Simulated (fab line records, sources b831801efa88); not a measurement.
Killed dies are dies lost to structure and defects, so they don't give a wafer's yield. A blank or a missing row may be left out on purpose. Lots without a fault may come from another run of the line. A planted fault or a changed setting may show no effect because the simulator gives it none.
Which tool did it? | flow sfq_line | 14 lots, 42 wafers sampled, at 6 steps of a route of 325

WHAT THE GAUGES READ, wafer by wafer
SFQ_M2_RS_MEAS_914: measures by four-point-probe. Usual: M2_NB_RS 0.891 ohm/sq, standard deviation 0.01.
lot  | measured     | on            | M2_NB_RS (ohm/sq) | flag
L781 | day 26 13:38 | film_metro-01 | 0.900 0.902 0.909 |
L782 | day 26 18:34 | film_metro-01 | 0.886 0.876 0.865 |
L788 | day 34 14:58 | film_metro-04 | 0.880 0.889 2.936 | OFF
L789 | day 34 18:37 | film_metro-03 | 0.904 0.883 3.116 | OFF
L790 | day 35 01:50 | film_metro-01 | 0.875 0.888 0.897 |
L791 | day 35 12:34 | film_metro-04 | 0.875 0.880 0.890 |
L792 | day 36 01:58 | film_metro-03 | 0.894 0.896 0.897 |
L794 | day 36 16:21 | film_metro-03 | 0.872 0.874 0.871 |
L795 | day 36 19:58 | film_metro-04 | 0.908 0.899 0.908 |
L796 | day 37 22:29 | film_metro-04 | 0.907 0.907 0.907 |
L797 | day 38 10:23 | film_metro-03 | 0.894 0.898 0.895 |
L799 | day 39 03:22 | film_metro-04 | 0.874 0.878 0.879 |
L800 | day 39 17:45 | film_metro-01 | 0.908 0.908 0.899 |
L801 | day 40 02:35 | film_metro-04 | 0.888 0.892 0.892 |

SFQ_M8_OVL_MEAS_948. Usual: M8_OVL -2 nm, standard deviation 6.2.
lot  | measured     | on         | M8_OVL (nm) | flag
L781 | day 84 16:13 | overlay-02 | 1 -3 -9     |
L782 | day 84 21:00 | overlay-02 | -7 -1 -3    |
L788 | day 85 07:20 | overlay-02 | 9 2 2       |
L789 | day 85 08:33 | overlay-02 | -12 -13 -10 |
L790 | day 85 09:45 | overlay-02 | 5 0 0       |
L791 | day 85 10:56 | overlay-02 | -12 -8 -12  |
L792 | day 85 18:09 | overlay-02 | 7 3 1       |
L794 | day 86 01:49 | overlay-01 | 3 -2 2      |
L795 | day 86 08:36 | overlay-01 | 2 3 -3      |
L796 | day 86 23:11 | overlay-02 | 4 16 7      |
L797 | day 87 04:10 | overlay-01 | -9 -8 -4    |
L799 | day 88 04:46 | overlay-01 | -5 -7 -4    |
L800 | day 88 05:58 | overlay-01 | -8 -5 -4    |
L801 | day 89 01:46 | overlay-01 | 1 4 1       |

WHICH TOOL RAN EACH LOT (tool, then ch and the chambers of the sampled wafers, then the start)
lot  | SFQ_TRILAYER_M2_DEP_SPUTTER_055 | SFQ_TRILAYER_M2_ETCH_METAL_ETCH_060 | SFQ_TRILAYER_M5_ETCH_METAL_ETCH_126 | SFQ_TRILAYER_M7_BARC_OPEN_METAL_ETCH_229
L781 | pvd_sputter-04, day 26 13:29    | rie_metal-04 ch 0,1, day 32 14:01   | rie_metal-04 ch 0,1, day 60 01:09   | rie_metal-02 ch 0,1, day 77 03:13
L782 | pvd_sputter-06, day 26 18:28    | rie_metal-04 ch 0,1, day 32 18:47   | rie_metal-03 ch 0,1, day 60 02:32   | rie_metal-02 ch 0,1, day 77 05:35
L788 | pvd_sputter-06, day 34 14:52    | rie_metal-02 ch 0,1, day 34 18:47   | rie_metal-04 ch 0,1, day 65 21:37   | rie_metal-02 ch 0,1, day 77 21:07
L789 | pvd_sputter-06, day 34 18:28    | rie_metal-02 ch 0,1, day 34 22:16   | rie_metal-02 ch 0,1, day 66 01:17   | rie_metal-01 ch 0,1, day 78 03:16
L790 | pvd_sputter-04, day 35 01:40    | rie_metal-04 ch 0,1, day 35 04:20   | rie_metal-04 ch 0,1, day 66 06:05   | rie_metal-02 ch 0,1, day 78 07:35
L791 | pvd_sputter-04, day 35 12:28    | rie_metal-04 ch 0,1, day 35 15:05   | rie_metal-03 ch 0, day 66 07:16     | rie_metal-01 ch 0,1, day 82 01:20
L792 | pvd_sputter-03, day 36 01:50    | rie_metal-02 ch 0,1, day 36 04:37   | rie_metal-02 ch 0,1, day 66 10:29   | rie_metal-02 ch 0,1, day 84 23:28
L794 | pvd_sputter-03, day 36 16:14    | rie_metal-02 ch 0,1, day 36 18:51   | rie_metal-04 ch 0,1, day 67 03:44   | rie_metal-01 ch 0,1, day 85 09:02
L795 | pvd_sputter-04, day 36 19:52    | rie_metal-01 ch 0, day 36 22:33     | rie_metal-02 ch 0,1, day 67 06:08   | rie_metal-01 ch 0,1, day 85 15:02
L796 | pvd_sputter-04, day 37 22:23    | rie_metal-04 ch 0,1, day 44 05:20   | rie_metal-03 ch 0,1, day 69 02:32   | rie_metal-01 ch 0,1, day 86 11:26
L797 | pvd_sputter-04, day 38 10:16    | rie_metal-02 ch 0,1, day 44 17:22   | rie_metal-03 ch 0,1, day 69 21:48   | rie_metal-03 ch 0,1, day 86 16:16
L799 | pvd_sputter-06, day 39 03:16    | rie_metal-04 ch 0, day 45 11:20     | rie_metal-03 ch 0,1, day 70 21:44   | rie_metal-03 ch 0,1, day 87 09:02
L800 | pvd_sputter-03, day 39 17:40    | rie_metal-01 ch 0,1, day 45 19:44   | rie_metal-04 ch 0, day 70 23:07     | rie_metal-03 ch 0,1, day 87 11:33
L801 | pvd_sputter-04, day 40 02:30    | rie_metal-02 ch 0,1, day 46 07:50   | rie_metal-03 ch 0,1, day 75 05:25   | rie_metal-01 ch 0,1, day 88 12:45
- SFQ_TRILAYER_M2_DEP_SPUTTER_055: material Nb, target thk 200 nm, time 133.3 s.
- SFQ_TRILAYER_M2_ETCH_METAL_ETCH_060: etches Nb in Cl2/Ar, stops on SiO2, target depth 240 nm, time 120 s.
- SFQ_TRILAYER_M5_ETCH_METAL_ETCH_126: etches Nb in Cl2/BCl3, stops on SiO2, time 203.2 s, target depth 265 nm.
- SFQ_TRILAYER_M7_BARC_OPEN_METAL_ETCH_229: etches BARC in O2, target depth 125 nm, time 41.7 s.

WHAT THE TOOLS THEMSELVES READ (means of the sampled wafers that have a number; where no wafer has one, the mark that the record gives instead)
SFQ_TRILAYER_M2_DEP_SPUTTER_055. Usual: throttle_valve_pct 29.7 %, standard deviation 1.1.
lot  | tool           | throttle_valve_pct (%) | flag
L781 | pvd_sputter-04 | 28.2                   |
L782 | pvd_sputter-06 | 30.5                   |
L788 | pvd_sputter-06 | 30.9                   |
L789 | pvd_sputter-06 | 30.7                   |
L790 | pvd_sputter-04 | 29.9                   |
L791 | pvd_sputter-04 | 29.3                   |
L792 | pvd_sputter-03 | 30.1                   |
L794 | pvd_sputter-03 | 29.7                   |
L795 | pvd_sputter-04 | 29.4                   |
L796 | pvd_sputter-04 | 30.1                   |
L797 | pvd_sputter-04 | 29.8                   |
L799 | pvd_sputter-06 | 30.6                   |
L800 | pvd_sputter-03 | 29.9                   |
L801 | pvd_sputter-04 | 28.1                   |

SFQ_TRILAYER_M2_ETCH_METAL_ETCH_060. Usual: drypump_motor_current_A 5.69 A, standard deviation 0.18; oes_product_au 0.893 a.u., standard deviation 0.008.
lot  | tool         | drypump_motor_current_A (A) | oes_product_au (a.u.) | flag
L781 | rie_metal-04 | 5.88                        | 0.885                 |
L782 | rie_metal-04 | 5.88                        | 0.900                 |
L788 | rie_metal-02 | 5.49                        | 0.775                 | OFF
L789 | rie_metal-02 | 5.51                        | 0.768                 | OFF
L790 | rie_metal-04 | 5.87                        | 0.903                 |
L791 | rie_metal-04 | 5.84                        | 0.898                 |
L792 | rie_metal-02 | 5.49                        | 0.893                 |
L794 | rie_metal-02 | 5.51                        | 0.909                 |
L795 | rie_metal-01 | 5.58                        | 0.887                 |
L796 | rie_metal-04 | 5.84                        | 0.886                 |
L797 | rie_metal-02 | 5.58                        | 0.885                 |
L799 | rie_metal-04 | 5.78                        | 0.905                 |
L800 | rie_metal-01 | 5.60                        | 0.888                 |
L801 | rie_metal-02 | 5.61                        | 0.893                 |

SFQ_TRILAYER_M5_ETCH_METAL_ETCH_126. Usual: drypump_motor_current_A 6.0 A, standard deviation 0.35; oes_product_au 0.731 a.u., standard deviation 0.0055.
lot  | tool         | drypump_motor_current_A (A) | oes_product_au (a.u.) | flag
L781 | rie_metal-04 | 5.8                         | 0.732                 |
L782 | rie_metal-03 | 6.1                         | 0.730                 |
L788 | rie_metal-04 | 5.9                         | 0.729                 |
L789 | rie_metal-02 | 5.5                         | 0.732                 |
L790 | rie_metal-04 | 5.9                         | 0.730                 |
L791 | rie_metal-03 | 6.4                         | 0.731                 |
L792 | rie_metal-02 | 5.5                         | 0.734                 |
L794 | rie_metal-04 | 5.9                         | 0.729                 |
L795 | rie_metal-02 | 5.5                         | 0.732                 |
L796 | rie_metal-03 | 6.3                         | 0.737                 |
L797 | rie_metal-03 | 6.1                         | 0.733                 |
L799 | rie_metal-03 | 6.3                         | 0.727                 |
L800 | rie_metal-04 | 5.8                         | 0.728                 |
L801 | rie_metal-03 | 6.2                         | 0.736                 |

SFQ_TRILAYER_M7_BARC_OPEN_METAL_ETCH_229. Usual: drypump_motor_current_A 5.7 A, standard deviation 0.32; oes_product_au 0.685 a.u., standard deviation 0.0048.
lot  | tool         | drypump_motor_current_A (A) | oes_product_au (a.u.) | flag
L781 | rie_metal-02 | 5.6                         | 0.692                 |
L782 | rie_metal-02 | 5.5                         | 0.682                 |
L788 | rie_metal-02 | 5.5                         | 0.685                 |
L789 | rie_metal-01 | 5.6                         | 0.688                 |
L790 | rie_metal-02 | 5.6                         | 0.681                 |
L791 | rie_metal-01 | 5.6                         | 0.683                 |
L792 | rie_metal-02 | 5.5                         | 0.681                 |
L794 | rie_metal-01 | 5.6                         | 0.678                 |
L795 | rie_metal-01 | 5.6                         | 0.678                 |
L796 | rie_metal-01 | 5.6                         | 0.687                 |
L797 | rie_metal-03 | 6.3                         | 0.687                 |
L799 | rie_metal-03 | 6.1                         | 0.684                 |
L800 | rie_metal-03 | 6.2                         | 0.685                 |
L801 | rie_metal-01 | 5.6                         | 0.685                 |

THE ANSWER, worked out from the rows above alone
Rule: a lot is off if the mean of its wafers that have a number lies more than 3 standard deviations from the usual mean. A lot without any number at a reading at which 4 lots or more have one is off too. The other lots that the step has rows for count as sound. The gauges are gone through in route order, then the tools' own readings, and for those a lot's mean is taken as printed above. The first step at which some lot is off is used, and at that step the reading that is off furthest; a lot without a number counts as furthest.
Off: L788, L789, at SFQ_M2_RS_MEAS_914 (M2_NB_RS).
A tool fits if, at a process step before that reading, it ran every lot that is off, and no sound lot after the first of them. The gauges at SFQ_M2_RS_MEAS_914 aren't tried: what is off there is off at SFQ_TRILAYER_M2_ETCH_METAL_ETCH_060 too, on other tools, and a gauge's error can't cause that. None of those tried fits.

WHAT THE SIMULATOR HAD PUT IN
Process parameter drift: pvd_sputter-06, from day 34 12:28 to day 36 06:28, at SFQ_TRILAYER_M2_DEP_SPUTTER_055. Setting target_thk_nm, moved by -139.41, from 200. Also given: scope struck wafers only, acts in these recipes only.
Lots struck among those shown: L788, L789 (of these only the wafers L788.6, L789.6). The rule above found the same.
